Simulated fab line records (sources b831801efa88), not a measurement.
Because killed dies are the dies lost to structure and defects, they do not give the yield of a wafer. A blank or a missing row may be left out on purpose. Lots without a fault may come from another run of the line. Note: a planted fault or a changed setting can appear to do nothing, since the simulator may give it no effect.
fab line records :: flow gf180mcu
record:
  lots: 15
  wafers: 45
  last-day: 34
route steps=602 shown SALICIDE@286 V2@385 M3@423
lots that met no fault: taken from a fault-free run of the same line
start-h: hours from the record's first day to the start of the lot's first wafer shown :: wait-h: hours elapsed since this lot's preceding step :: " the same as in the row above :: L1.1+2: one row covering several wafers at once :: - value missing, or start not given :: * or withheld: withheld :: < > ~ a bound
route shown NAME@n: a module of which the file shows steps, and the number in the route of the first :: usual: the fault-free wafers' mean and standard deviation :: same: alike in all rows :: chamber/n: place in a boat :: sites: each site's reading :: _std_site: standard deviation of those values :: _edge_site: the outer-site mean with the inner-site mean subtracted :: radius-mm: how far each site lies from the wafer's centre :: mask NAME#n: copy n :: behind: the most recent tool/chamber to have shaped the wafer :: hold: reason for holding the lot/hours on hold/outcome of the hold :: device: whichever transistor did not switch (one of n, p or np) :: end of line: tests run on the same wafers once the route is complete :: for a step that has no rows: nothing shown but its recipe :: killed: the dies lost at the first sort to structure and to defects; this is not the yield of the wafer :: map: the dies of a wafer, with x for killed, . for not killed, _ for no die there
set.NAME: the run value of the setting; set.NAME@STEP: its run value at that earlier step :: model.NAME: the simulator's own value behind a step, which no gauge read
steps of the route over a sample of lots; a table a step, a row a wafer
== steps ==
step: GF_SALICIDE_RTA_08
recipe:
  temp-c: 800
  time-s: 30
  ambient: N2
usual:
  chamber-o2-ppm: 1.997/0.022
  lamp-power-pct: 15.7/0.62
  wafer_temp_C_max: 803.7/0.75
lot.wafer: L572.2
tool: rtp-anneal-01
chamber: 0
start-h: 337.88
wait-h: 0.0
chamber-o2-ppm: 2.000
lamp-power-pct: 15.1
wafer_temp_C_max: 803.9

lot.wafer: L572.3
tool: rtp-anneal-01
chamber: 0
start-h: 337.88
wait-h: 0.0
chamber-o2-ppm: 2.001
lamp-power-pct: 15.1
wafer_temp_C_max: 802.7

lot.wafer: L572.6
tool: rtp-anneal-01
chamber: 0
start-h: 337.88
wait-h: 0.0
chamber-o2-ppm: 2.046
lamp-power-pct: 15.1
wafer_temp_C_max: 804.0

lot.wafer: L574.2
tool: rtp-anneal-02
chamber: 0
start-h: 358.29
wait-h: 0.0
chamber-o2-ppm: 1.999
lamp-power-pct: 16.3
wafer_temp_C_max: 804.6

lot.wafer: L574.3
tool: rtp-anneal-02
chamber: 0
start-h: 358.29
wait-h: 0.0
chamber-o2-ppm: 1.984
lamp-power-pct: 16.3
wafer_temp_C_max: 802.9

lot.wafer: L574.6
tool: rtp-anneal-02
chamber: 0
start-h: 358.29
wait-h: 0.0
chamber-o2-ppm: 1.985
lamp-power-pct: 16.3
wafer_temp_C_max: 803.5

lot.wafer: L576.1
tool: rtp-anneal-01
chamber: 0
start-h: 374.21
wait-h: 0.0
chamber-o2-ppm: 2.011
lamp-power-pct: 15.1
wafer_temp_C_max: 804.1

lot.wafer: L576.2
tool: rtp-anneal-01
chamber: 0
start-h: 374.21
wait-h: 0.0
chamber-o2-ppm: 2.038
lamp-power-pct: 15.1
wafer_temp_C_max: 803.5

lot.wafer: L576.5
tool: rtp-anneal-01
chamber: 0
start-h: 374.21
wait-h: 0.0
chamber-o2-ppm: 2.009
lamp-power-pct: 15.1
wafer_temp_C_max: 803.8

lot.wafer: L582.2
tool: rtp-anneal-01
chamber: 0
start-h: 427.70
wait-h: 0.0
chamber-o2-ppm: 302.00
lamp-power-pct: 15.1
wafer_temp_C_max: 802.6

lot.wafer: L582.4
tool: rtp-anneal-01
chamber: 0
start-h: 427.70
wait-h: 0.0
chamber-o2-ppm: 301.98
lamp-power-pct: 15.1
wafer_temp_C_max: 802.8

lot.wafer: L582.6
tool: rtp-anneal-01
chamber: 0
start-h: 427.70
wait-h: 0.0
chamber-o2-ppm: 301.98
lamp-power-pct: 15.1
wafer_temp_C_max: 804.0

lot.wafer: L583.1
tool: rtp-anneal-01
chamber: 0
start-h: 434.57
wait-h: 0.0
chamber-o2-ppm: 301.98
lamp-power-pct: 15.1
wafer_temp_C_max: 804.2

lot.wafer: L583.3
tool: rtp-anneal-01
chamber: 0
start-h: 434.57
wait-h: 0.0
chamber-o2-ppm: 301.99
lamp-power-pct: 15.1
wafer_temp_C_max: 803.8

lot.wafer: L583.6
tool: rtp-anneal-01
chamber: 0
start-h: 434.57
wait-h: 0.0
chamber-o2-ppm: 301.98
lamp-power-pct: 15.1
wafer_temp_C_max: 803.6

lot.wafer: L584.1
tool: rtp-anneal-01
chamber: 0
start-h: 439.81
wait-h: 0.0
chamber-o2-ppm: 302.02
lamp-power-pct: 15.1
wafer_temp_C_max: 803.9

lot.wafer: L584.4
tool: rtp-anneal-01
chamber: 0
start-h: 439.81
wait-h: 0.0
chamber-o2-ppm: 302.00
lamp-power-pct: 15.1
wafer_temp_C_max: 802.7

lot.wafer: L584.5
tool: rtp-anneal-01
chamber: 0
start-h: 439.81
wait-h: 0.0
chamber-o2-ppm: 302.00
lamp-power-pct: 15.1
wafer_temp_C_max: 804.1

lot.wafer: L587.1
tool: rtp-anneal-02
chamber: 0
start-h: 472.75
wait-h: 0.0
chamber-o2-ppm: 1.962
lamp-power-pct: 16.3
wafer_temp_C_max: 803.5

lot.wafer: L587.2
tool: rtp-anneal-02
chamber: 0
start-h: 472.75
wait-h: 0.0
chamber-o2-ppm: 2.004
lamp-power-pct: 16.3
wafer_temp_C_max: 805.4

lot.wafer: L587.5
tool: rtp-anneal-02
chamber: 0
start-h: 472.75
wait-h: 0.0
chamber-o2-ppm: 1.952
lamp-power-pct: 16.3
wafer_temp_C_max: 804.1

lot.wafer: L588.3
tool: rtp-anneal-02
chamber: 0
start-h: 475.85
wait-h: 0.0
chamber-o2-ppm: 1.982
lamp-power-pct: 16.3
wafer_temp_C_max: 802.9

lot.wafer: L588.5
tool: rtp-anneal-02
chamber: 0
start-h: 475.85
wait-h: 0.0
chamber-o2-ppm: 1.972
lamp-power-pct: 16.3
wafer_temp_C_max: 802.4

lot.wafer: L588.6
tool: rtp-anneal-02
chamber: 0
start-h: 475.85
wait-h: 0.0
chamber-o2-ppm: 2.014
lamp-power-pct: 16.4
wafer_temp_C_max: 803.3

lot.wafer: L589.1
tool: rtp-anneal-02
chamber: 0
start-h: 486.89
wait-h: 0.0
chamber-o2-ppm: 1.970
lamp-power-pct: 16.3
wafer_temp_C_max: 804.4

lot.wafer: L589.2
tool: rtp-anneal-02
chamber: 0
start-h: 486.89
wait-h: 0.0
chamber-o2-ppm: 2.008
lamp-power-pct: 16.4
wafer_temp_C_max: 802.7

lot.wafer: L589.3
tool: rtp-anneal-02
chamber: 0
start-h: 486.89
wait-h: 0.0
chamber-o2-ppm: 1.988
lamp-power-pct: 16.3
wafer_temp_C_max: 802.8

lot.wafer: L590.1
tool: rtp-anneal-01
chamber: 0
start-h: 504.62
wait-h: 0.0
chamber-o2-ppm: 1.985
lamp-power-pct: 15.1
wafer_temp_C_max: 804.3

lot.wafer: L590.3
tool: rtp-anneal-01
chamber: 0
start-h: 504.62
wait-h: 0.0
chamber-o2-ppm: 2.002
lamp-power-pct: 15.1
wafer_temp_C_max: 804.2

lot.wafer: L590.5
tool: rtp-anneal-01
chamber: 0
start-h: 504.62
wait-h: 0.0
chamber-o2-ppm: 1.971
lamp-power-pct: 15.1
wafer_temp_C_max: 803.2

lot.wafer: L591.1
tool: rtp-anneal-02
chamber: 0
start-h: 510.46
wait-h: 0.0
chamber-o2-ppm: 2.023
lamp-power-pct: 16.3
wafer_temp_C_max: 804.3

lot.wafer: L591.3
tool: rtp-anneal-02
chamber: 0
start-h: 510.46
wait-h: 0.0
chamber-o2-ppm: 2.056
lamp-power-pct: 16.3
wafer_temp_C_max: 804.8

lot.wafer: L591.5
tool: rtp-anneal-02
chamber: 0
start-h: 510.46
wait-h: 0.0
chamber-o2-ppm: 2.020
lamp-power-pct: 16.3
wafer_temp_C_max: 803.7

lot.wafer: L592.2
tool: rtp-anneal-02
chamber: 0
start-h: 515.97
wait-h: 0.0
chamber-o2-ppm: 1.984
lamp-power-pct: 16.3
wafer_temp_C_max: 803.2

lot.wafer: L592.4
tool: rtp-anneal-02
chamber: 0
start-h: 515.97
wait-h: 0.0
chamber-o2-ppm: 2.010
lamp-power-pct: 16.3
wafer_temp_C_max: 802.4

lot.wafer: L592.5
tool: rtp-anneal-02
chamber: 0
start-h: 515.97
wait-h: 0.0
chamber-o2-ppm: 1.973
lamp-power-pct: 16.3
wafer_temp_C_max: 802.6

lot.wafer: L593.2
tool: rtp-anneal-02
chamber: 0
start-h: 520.66
wait-h: 0.0
chamber-o2-ppm: 2.003
lamp-power-pct: 16.3
wafer_temp_C_max: 803.2

lot.wafer: L593.3
tool: rtp-anneal-02
chamber: 0
start-h: 520.66
wait-h: 0.0
chamber-o2-ppm: 1.986
lamp-power-pct: 16.3
wafer_temp_C_max: 803.9

lot.wafer: L593.5
tool: rtp-anneal-02
chamber: 0
start-h: 520.66
wait-h: 0.0
chamber-o2-ppm: 1.986
lamp-power-pct: 16.3
wafer_temp_C_max: 804.7

lot.wafer: L595.1
tool: rtp-anneal-02
chamber: 0
start-h: 538.76
wait-h: 0.0
chamber-o2-ppm: 1.996
lamp-power-pct: 16.4
wafer_temp_C_max: 803.6

lot.wafer: L595.3
tool: rtp-anneal-02
chamber: 0
start-h: 538.76
wait-h: 0.0
chamber-o2-ppm: 1.938
lamp-power-pct: 16.3
wafer_temp_C_max: 803.4

lot.wafer: L595.4
tool: rtp-anneal-02
chamber: 0
start-h: 538.76
wait-h: 0.0
chamber-o2-ppm: 1.973
lamp-power-pct: 16.3
wafer_temp_C_max: 804.4

lot.wafer: L594.1
tool: rtp-anneal-01
chamber: 0
start-h: 539.36
wait-h: 0.0
chamber-o2-ppm: 1.983
lamp-power-pct: 15.1
wafer_temp_C_max: 804.3

lot.wafer: L594.3
tool: rtp-anneal-01
chamber: 0
start-h: 539.36
wait-h: 0.0
chamber-o2-ppm: 1.969
lamp-power-pct: 15.1
wafer_temp_C_max: 804.4

lot.wafer: L594.5
tool: rtp-anneal-01
chamber: 0
start-h: 539.36
wait-h: 0.0
chamber-o2-ppm: 2.008
lamp-power-pct: 15.1
wafer_temp_C_max: 803.5
step: GF_V2_THK_MEAS_03
recipe:
  reads: SiO2_of_V2_CVD_02
usual:
  V2_CVD_02_THK: 848/11
lot.wafer: L572.2
tool: film-metro-01
chamber: -
start-h: 435.97
wait-h: 0.0
V2_CVD_02_THK[nm]: 855

lot.wafer: L572.3
tool: film-metro-01
chamber: -
start-h: 435.97
wait-h: 0.0
V2_CVD_02_THK[nm]: 827

lot.wafer: L572.6
tool: film-metro-01
chamber: -
start-h: 435.97
wait-h: 0.0
V2_CVD_02_THK[nm]: 853

lot.wafer: L574.2
tool: film-metro-04
chamber: -
start-h: 457.86
wait-h: 0.0
V2_CVD_02_THK[nm]: 833

lot.wafer: L574.3
tool: film-metro-04
chamber: -
start-h: 457.86
wait-h: 0.0
V2_CVD_02_THK[nm]: 836

lot.wafer: L574.6
tool: film-metro-04
chamber: -
start-h: 457.86
wait-h: 0.0
V2_CVD_02_THK[nm]: 840

lot.wafer: L576.1
tool: film-metro-01
chamber: -
start-h: 473.57
wait-h: 0.0
V2_CVD_02_THK[nm]: 849

lot.wafer: L576.2
tool: film-metro-01
chamber: -
start-h: 473.57
wait-h: 0.0
V2_CVD_02_THK[nm]: 862

lot.wafer: L576.5
tool: film-metro-01
chamber: -
start-h: 473.57
wait-h: 0.0
V2_CVD_02_THK[nm]: 864

lot.wafer: L582.2
tool: film-metro-02
chamber: -
start-h: 529.69
wait-h: 0.0
V2_CVD_02_THK[nm]: 851

lot.wafer: L582.4
tool: film-metro-02
chamber: -
start-h: 529.69
wait-h: 0.0
V2_CVD_02_THK[nm]: 853

lot.wafer: L582.6
tool: film-metro-02
chamber: -
start-h: 529.69
wait-h: 0.0
V2_CVD_02_THK[nm]: 854

lot.wafer: L583.1
tool: film-metro-02
chamber: -
start-h: 534.81
wait-h: 0.0
V2_CVD_02_THK[nm]: 835

lot.wafer: L583.3
tool: film-metro-02
chamber: -
start-h: 534.81
wait-h: 0.0
V2_CVD_02_THK[nm]: 834

lot.wafer: L583.6
tool: film-metro-02
chamber: -
start-h: 534.81
wait-h: 0.0
V2_CVD_02_THK[nm]: 855

lot.wafer: L584.1
tool: film-metro-04
chamber: -
start-h: 540.44
wait-h: 0.0
V2_CVD_02_THK[nm]: 838

lot.wafer: L584.4
tool: film-metro-04
chamber: -
start-h: 540.44
wait-h: 0.0
V2_CVD_02_THK[nm]: 865

lot.wafer: L584.5
tool: film-metro-04
chamber: -
start-h: 540.44
wait-h: 0.0
V2_CVD_02_THK[nm]: 851

lot.wafer: L587.1
tool: film-metro-02
chamber: -
start-h: 570.38
wait-h: 0.0
V2_CVD_02_THK[nm]: 830

lot.wafer: L587.2
tool: film-metro-02
chamber: -
start-h: 570.38
wait-h: 0.0
V2_CVD_02_THK[nm]: 843

lot.wafer: L587.5
tool: film-metro-02
chamber: -
start-h: 570.38
wait-h: 0.0
V2_CVD_02_THK[nm]: 840

lot.wafer: L588.3
tool: film-metro-02
chamber: -
start-h: 573.83
wait-h: 0.1
V2_CVD_02_THK[nm]: 834

lot.wafer: L588.5
tool: film-metro-02
chamber: -
start-h: 573.83
wait-h: 0.1
V2_CVD_02_THK[nm]: 847

lot.wafer: L588.6
tool: film-metro-02
chamber: -
start-h: 573.83
wait-h: 0.1
V2_CVD_02_THK[nm]: 850

lot.wafer: L589.1
tool: film-metro-01
chamber: -
start-h: 584.18
wait-h: 0.0
V2_CVD_02_THK[nm]: 843

lot.wafer: L589.2
tool: film-metro-01
chamber: -
start-h: 584.18
wait-h: 0.0
V2_CVD_02_THK[nm]: 837

lot.wafer: L589.3
tool: film-metro-01
chamber: -
start-h: 584.18
wait-h: 0.0
V2_CVD_02_THK[nm]: 835

lot.wafer: L590.1
tool: film-metro-02
chamber: -
start-h: 598.72
wait-h: 0.0
V2_CVD_02_THK[nm]: 849

lot.wafer: L590.3
tool: film-metro-02
chamber: -
start-h: 598.72
wait-h: 0.0
V2_CVD_02_THK[nm]: 828

lot.wafer: L590.5
tool: film-metro-02
chamber: -
start-h: 598.72
wait-h: 0.0
V2_CVD_02_THK[nm]: 864

lot.wafer: L591.1
tool: film-metro-01
chamber: -
start-h: 605.41
wait-h: 0.0
V2_CVD_02_THK[nm]: 849

lot.wafer: L591.3
tool: film-metro-01
chamber: -
start-h: 605.41
wait-h: 0.0
V2_CVD_02_THK[nm]: 835

lot.wafer: L591.5
tool: film-metro-01
chamber: -
start-h: 605.41
wait-h: 0.0
V2_CVD_02_THK[nm]: 862

lot.wafer: L592.2
tool: film-metro-02
chamber: -
start-h: 611.41
wait-h: 0.0
V2_CVD_02_THK[nm]: 851

lot.wafer: L592.4
tool: film-metro-02
chamber: -
start-h: 611.41
wait-h: 0.0
V2_CVD_02_THK[nm]: 869

lot.wafer: L592.5
tool: film-metro-02
chamber: -
start-h: 611.41
wait-h: 0.0
V2_CVD_02_THK[nm]: 873

lot.wafer: L593.2
tool: film-metro-02
chamber: -
start-h: 614.29
wait-h: 0.0
V2_CVD_02_THK[nm]: 852

lot.wafer: L593.3
tool: film-metro-02
chamber: -
start-h: 614.29
wait-h: 0.0
V2_CVD_02_THK[nm]: 833

lot.wafer: L593.5
tool: film-metro-02
chamber: -
start-h: 614.29
wait-h: 0.0
V2_CVD_02_THK[nm]: 871

lot.wafer: L595.1
tool: film-metro-01
chamber: -
start-h: 629.55
wait-h: 0.1
V2_CVD_02_THK[nm]: 835

lot.wafer: L595.3
tool: film-metro-01
chamber: -
start-h: 629.55
wait-h: 0.1
V2_CVD_02_THK[nm]: 839

lot.wafer: L595.4
tool: film-metro-01
chamber: -
start-h: 629.55
wait-h: 0.1
V2_CVD_02_THK[nm]: 844

lot.wafer: L594.1
tool: film-metro-01
chamber: -
start-h: 631.47
wait-h: 0.1
V2_CVD_02_THK[nm]: 851

lot.wafer: L594.3
tool: film-metro-01
chamber: -
start-h: 631.47
wait-h: 0.1
V2_CVD_02_THK[nm]: 847

lot.wafer: L594.5
tool: film-metro-01
chamber: -
start-h: 631.47
wait-h: 0.1
V2_CVD_02_THK[nm]: 855
step: GF_V2_CD_MEAS_14
recipe:
  target-cd-nm: 260
usual:
  cd-nm: 259.9/1.3
lot.wafer: L572.2
tool: cd-sem-01
chamber: -
start-h: 460.63
wait-h: 0.1
cd-nm: 260.1

lot.wafer: L572.3
tool: cd-sem-01
chamber: -
start-h: 460.63
wait-h: 0.1
cd-nm: 260.6

lot.wafer: L572.6
tool: cd-sem-01
chamber: -
start-h: 460.63
wait-h: 0.1
cd-nm: 259.8

lot.wafer: L574.2
tool: cd-sem-01
chamber: -
start-h: 482.17
wait-h: 0.1
cd-nm: 263.0

lot.wafer: L574.3
tool: cd-sem-01
chamber: -
start-h: 482.17
wait-h: 0.1
cd-nm: 262.5

lot.wafer: L574.6
tool: cd-sem-01
chamber: -
start-h: 482.17
wait-h: 0.1
cd-nm: 261.4

lot.wafer: L576.1
tool: cd-sem-01
chamber: -
start-h: 497.60
wait-h: 0.1
cd-nm: 259.8

lot.wafer: L576.2
tool: cd-sem-01
chamber: -
start-h: 497.60
wait-h: 0.1
cd-nm: 259.1

lot.wafer: L576.5
tool: cd-sem-01
chamber: -
start-h: 497.60
wait-h: 0.1
cd-nm: 261.0

lot.wafer: L582.2
tool: cd-sem-01
chamber: -
start-h: 552.83
wait-h: 0.1
cd-nm: 258.6

lot.wafer: L582.4
tool: cd-sem-01
chamber: -
start-h: 552.83
wait-h: 0.1
cd-nm: 259.4

lot.wafer: L582.6
tool: cd-sem-01
chamber: -
start-h: 552.83
wait-h: 0.1
cd-nm: 258.8

lot.wafer: L583.1
tool: cd-sem-01
chamber: -
start-h: 557.65
wait-h: 0.1
cd-nm: 261.9

lot.wafer: L583.3
tool: cd-sem-01
chamber: -
start-h: 557.65
wait-h: 0.1
cd-nm: 261.8

lot.wafer: L583.6
tool: cd-sem-01
chamber: -
start-h: 557.65
wait-h: 0.1
cd-nm: 260.8

lot.wafer: L584.1
tool: cd-sem-02
chamber: -
start-h: 562.95
wait-h: 0.1
cd-nm: 259.5

lot.wafer: L584.4
tool: cd-sem-02
chamber: -
start-h: 562.95
wait-h: 0.1
cd-nm: 259.5

lot.wafer: L584.5
tool: cd-sem-02
chamber: -
start-h: 562.95
wait-h: 0.1
cd-nm: 260.3

lot.wafer: L587.1
tool: cd-sem-02
chamber: -
start-h: 591.76
wait-h: 0.1
cd-nm: 258.9

lot.wafer: L587.2
tool: cd-sem-02
chamber: -
start-h: 591.76
wait-h: 0.1
cd-nm: 257.9

lot.wafer: L587.5
tool: cd-sem-02
chamber: -
start-h: 591.76
wait-h: 0.1
cd-nm: 258.0

lot.wafer: L588.3
tool: cd-sem-02
chamber: -
start-h: 595.24
wait-h: 0.1
cd-nm: 259.0

lot.wafer: L588.5
tool: cd-sem-02
chamber: -
start-h: 595.24
wait-h: 0.1
cd-nm: 257.8

lot.wafer: L588.6
tool: cd-sem-02
chamber: -
start-h: 595.24
wait-h: 0.1
cd-nm: 258.4

lot.wafer: L589.1
tool: cd-sem-01
chamber: -
start-h: 605.55
wait-h: 0.1
cd-nm: 262.0

lot.wafer: L589.2
tool: cd-sem-01
chamber: -
start-h: 605.55
wait-h: 0.1
cd-nm: 260.6

lot.wafer: L589.3
tool: cd-sem-01
chamber: -
start-h: 605.55
wait-h: 0.1
cd-nm: 260.5

lot.wafer: L590.1
tool: cd-sem-02
chamber: -
start-h: 619.80
wait-h: 0.1
cd-nm: 259.7

lot.wafer: L590.3
tool: cd-sem-02
chamber: -
start-h: 619.80
wait-h: 0.1
cd-nm: 259.2

lot.wafer: L590.5
tool: cd-sem-02
chamber: -
start-h: 619.80
wait-h: 0.1
cd-nm: 259.2

lot.wafer: L591.1
tool: cd-sem-02
chamber: -
start-h: 626.66
wait-h: 0.1
cd-nm: 262.4

lot.wafer: L591.3
tool: cd-sem-02
chamber: -
start-h: 626.66
wait-h: 0.1
cd-nm: 262.3

lot.wafer: L591.5
tool: cd-sem-02
chamber: -
start-h: 626.66
wait-h: 0.1
cd-nm: 262.5

lot.wafer: L592.2
tool: cd-sem-02
chamber: -
start-h: 632.23
wait-h: 0.1
cd-nm: 260.7

lot.wafer: L592.4
tool: cd-sem-02
chamber: -
start-h: 632.23
wait-h: 0.1
cd-nm: 260.3

lot.wafer: L592.5
tool: cd-sem-02
chamber: -
start-h: 632.23
wait-h: 0.1
cd-nm: 260.2

lot.wafer: L593.2
tool: cd-sem-02
chamber: -
start-h: 635.21
wait-h: 0.1
cd-nm: 258.4

lot.wafer: L593.3
tool: cd-sem-02
chamber: -
start-h: 635.21
wait-h: 0.1
cd-nm: 259.9

lot.wafer: L593.5
tool: cd-sem-02
chamber: -
start-h: 635.21
wait-h: 0.1
cd-nm: 259.0

lot.wafer: L595.1
tool: cd-sem-02
chamber: -
start-h: 649.94
wait-h: 0.1
cd-nm: 261.0

lot.wafer: L595.3
tool: cd-sem-02
chamber: -
start-h: 649.94
wait-h: 0.1
cd-nm: 259.9

lot.wafer: L595.4
tool: cd-sem-02
chamber: -
start-h: 649.94
wait-h: 0.1
cd-nm: 259.0

lot.wafer: L594.1
tool: cd-sem-01
chamber: -
start-h: 651.75
wait-h: 0.1
cd-nm: 261.3

lot.wafer: L594.3
tool: cd-sem-01
chamber: -
start-h: 651.75
wait-h: 0.1
cd-nm: 262.3

lot.wafer: L594.5
tool: cd-sem-01
chamber: -
start-h: 651.75
wait-h: 0.1
cd-nm: 260.6
step: GF_M3_CD_MEAS_14
recipe:
  target-cd-nm: 280
usual:
  cd-nm: 280.1/1.4
lot.wafer: L572.2
tool: cd-sem-01
chamber: -
start-h: 486.21
wait-h: 0.1
cd-nm: 278.7

lot.wafer: L572.3
tool: cd-sem-01
chamber: -
start-h: 486.21
wait-h: 0.1
cd-nm: 279.0

lot.wafer: L572.6
tool: cd-sem-01
chamber: -
start-h: 486.21
wait-h: 0.1
cd-nm: 278.5

lot.wafer: L574.2
tool: cd-sem-02
chamber: -
start-h: 507.71
wait-h: 0.1
cd-nm: 277.9

lot.wafer: L574.3
tool: cd-sem-02
chamber: -
start-h: 507.71
wait-h: 0.1
cd-nm: 277.3

lot.wafer: L574.6
tool: cd-sem-02
chamber: -
start-h: 507.71
wait-h: 0.1
cd-nm: 278.0

lot.wafer: L576.1
tool: cd-sem-02
chamber: -
start-h: 522.64
wait-h: 0.1
cd-nm: 276.6

lot.wafer: L576.2
tool: cd-sem-02
chamber: -
start-h: 522.64
wait-h: 0.1
cd-nm: 277.9

lot.wafer: L576.5
tool: cd-sem-02
chamber: -
start-h: 522.64
wait-h: 0.1
cd-nm: 277.2

lot.wafer: L582.2
tool: cd-sem-01
chamber: -
start-h: 575.65
wait-h: 0.1
cd-nm: 282.7

lot.wafer: L582.4
tool: cd-sem-01
chamber: -
start-h: 575.65
wait-h: 0.1
cd-nm: 284.1

lot.wafer: L582.6
tool: cd-sem-01
chamber: -
start-h: 575.65
wait-h: 0.1
cd-nm: 281.7

lot.wafer: L583.1
tool: cd-sem-02
chamber: -
start-h: 581.39
wait-h: 0.1
cd-nm: 281.8

lot.wafer: L583.3
tool: cd-sem-02
chamber: -
start-h: 581.39
wait-h: 0.1
cd-nm: 280.8

lot.wafer: L583.6
tool: cd-sem-02
chamber: -
start-h: 581.39
wait-h: 0.1
cd-nm: 279.9

lot.wafer: L584.1
tool: cd-sem-01
chamber: -
start-h: 586.50
wait-h: 0.1
cd-nm: 280.8

lot.wafer: L584.4
tool: cd-sem-01
chamber: -
start-h: 586.50
wait-h: 0.1
cd-nm: 281.2

lot.wafer: L584.5
tool: cd-sem-01
chamber: -
start-h: 586.50
wait-h: 0.1
cd-nm: 281.6

lot.wafer: L587.1
tool: cd-sem-02
chamber: -
start-h: 613.59
wait-h: 0.1
cd-nm: 279.8

lot.wafer: L587.2
tool: cd-sem-02
chamber: -
start-h: 613.59
wait-h: 0.1
cd-nm: 278.7

lot.wafer: L587.5
tool: cd-sem-02
chamber: -
start-h: 613.59
wait-h: 0.1
cd-nm: 279.1

lot.wafer: L588.3
tool: cd-sem-01
chamber: -
start-h: 617.63
wait-h: 0.1
cd-nm: 281.7

lot.wafer: L588.5
tool: cd-sem-01
chamber: -
start-h: 617.63
wait-h: 0.1
cd-nm: 281.2

lot.wafer: L588.6
tool: cd-sem-01
chamber: -
start-h: 617.63
wait-h: 0.1
cd-nm: 281.4

lot.wafer: L589.1
tool: cd-sem-01
chamber: -
start-h: 628.30
wait-h: 0.1
cd-nm: 279.3

lot.wafer: L589.2
tool: cd-sem-01
chamber: -
start-h: 628.30
wait-h: 0.1
cd-nm: 280.2

lot.wafer: L589.3
tool: cd-sem-01
chamber: -
start-h: 628.30
wait-h: 0.1
cd-nm: 280.5

lot.wafer: L590.1
tool: cd-sem-02
chamber: -
start-h: 641.08
wait-h: 0.1
cd-nm: 280.7

lot.wafer: L590.3
tool: cd-sem-02
chamber: -
start-h: 641.08
wait-h: 0.1
cd-nm: 279.3

lot.wafer: L590.5
tool: cd-sem-02
chamber: -
start-h: 641.08
wait-h: 0.1
cd-nm: 278.6

lot.wafer: L591.1
tool: cd-sem-02
chamber: -
start-h: 648.23
wait-h: 0.1
cd-nm: 282.0

lot.wafer: L591.3
tool: cd-sem-02
chamber: -
start-h: 648.23
wait-h: 0.1
cd-nm: 283.0

lot.wafer: L591.5
tool: cd-sem-02
chamber: -
start-h: 648.23
wait-h: 0.1
cd-nm: 283.6

lot.wafer: L592.2
tool: cd-sem-02
chamber: -
start-h: 653.81
wait-h: 0.1
cd-nm: 279.1

lot.wafer: L592.4
tool: cd-sem-02
chamber: -
start-h: 653.81
wait-h: 0.1
cd-nm: 281.0

lot.wafer: L592.5
tool: cd-sem-02
chamber: -
start-h: 653.81
wait-h: 0.1
cd-nm: 279.1

lot.wafer: L593.2
tool: cd-sem-02
chamber: -
start-h: 656.80
wait-h: 0.1
cd-nm: 280.1

lot.wafer: L593.3
tool: cd-sem-02
chamber: -
start-h: 656.80
wait-h: 0.1
cd-nm: 279.3

lot.wafer: L593.5
tool: cd-sem-02
chamber: -
start-h: 656.80
wait-h: 0.1
cd-nm: 279.6

lot.wafer: L595.1
tool: cd-sem-02
chamber: -
start-h: 671.34
wait-h: 0.1
cd-nm: 281.2

lot.wafer: L595.3
tool: cd-sem-02
chamber: -
start-h: 671.34
wait-h: 0.1
cd-nm: 280.5

lot.wafer: L595.4
tool: cd-sem-02
chamber: -
start-h: 671.34
wait-h: 0.1
cd-nm: 280.3

lot.wafer: L594.1
tool: cd-sem-01
chamber: -
start-h: 672.98
wait-h: 0.1
cd-nm: 280.1

lot.wafer: L594.3
tool: cd-sem-01
chamber: -
start-h: 672.98
wait-h: 0.1
cd-nm: 279.9

lot.wafer: L594.5
tool: cd-sem-01
chamber: -
start-h: 672.98
wait-h: 0.1
cd-nm: 279.1
== key ==
first-sign:
  step: GF_SALICIDE_RTA_08
  reading: chamber-o2-ppm
  direction: up
  sigmas: 99+
  usual: 1.997
  struck: 301.99
effect none on later readings
met-at GF_SALICIDE_RTA_08
struck-lots L582,L583,L584
tester-left-out L582,L583,L584
not-acting-at GF_V2_THK_MEAS_03,GF_V2_CD_MEAS_14,GF_M3_CD_MEAS_14
onset-between 374.21 427.70
fault:
  kind: process-parameter-drift
  tool: rtp-anneal-01
  chamber: -
  onset-h: 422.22
  steps: GF_SALICIDE_RTA_08
  channel: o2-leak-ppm
  offset: 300
  shape: step
  end-h: 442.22
tester-left-out: of these lots the tester's yield and bins aren't shown, on N5 and GAA mostly nor the transistor test; their killed dies are dies lost to structure and defects alone, not to doping, threshold or leakage, so they don't give the yield
